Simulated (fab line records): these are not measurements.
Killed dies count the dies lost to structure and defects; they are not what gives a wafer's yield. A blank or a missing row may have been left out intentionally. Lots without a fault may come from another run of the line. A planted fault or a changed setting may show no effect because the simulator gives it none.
Matching of chambers ; flow gf180mcu ; GF_V3_CVD_02 on pecvd-03 has 3 sister chambers
The step deposits SiO2 from TEOS, target thk 850 nm, time 94.851 s. 6 wafers are shown with their chamber, then 11 later ones without.

== EACH WAFER AND ITS CHAMBER ==
wafer;chamber;heater-power-w (W);rf-fwd-power-W (W)
L086.1;0;627;590.0
L086.3;2;807;594.2
L086.4;1;516;596.7
L086.5;0;680;593.1
L086.6;2;630;596.9
L088.1;1;607;596.7

== WAFERS WITHOUT THEIR CHAMBER ==
wafer;heater-power-w (W);rf-fwd-power-W (W)
L088.3;780;598.7
L088.4;676;591.5
L091.1;642;598.9
L091.2;655;593.3
L091.3;716;594.4
L095.1;634;592.6
L095.2;768;594.5
L095.3;660;600.3
L097.2;603;594.7
L097.4;638;596.3
L097.6;785;597.8

== THE CHAMBER EACH PASSED THROUGH ==
wafer;from the rows above;in truth
L088.3;can't be placed: 2 or 1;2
L088.4;0;0
L091.1;can't be placed: 1 or 2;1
L091.2;can't be placed: 0 or 2 or 1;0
L091.3;can't be placed: 2 or 0 or 1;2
L095.1;can't be placed: 0 or 2 or 1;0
L095.2;can't be placed: 2 or 0 or 1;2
L095.3;can't be placed: 1 or 2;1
L097.2;can't be placed: 1 or 2 or 0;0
L097.4;can't be placed: 1 or 2 or 0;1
L097.6;can't be placed: 2 or 1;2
Placed correctly: 1 of 11. These rows do not allow placing 10 (true chamber among the candidates in 10). Placed wrongly: 0.
How it was worked out, from the rows above alone: a wafer's distance from a chamber is the root of the sum, over the readings, of the square of ((its reading less the chamber's mean) divided by the reading's scatter). The wafer belongs to the nearest chamber; if the next one is less than 2 further off, it can't be placed. A chamber's mean is the mean of its shown wafers. The scatter is the square root of a quotient: the sum, over the shown wafers, of each reading's squared deviation from its chamber's mean, divided by wafers minus chambers.
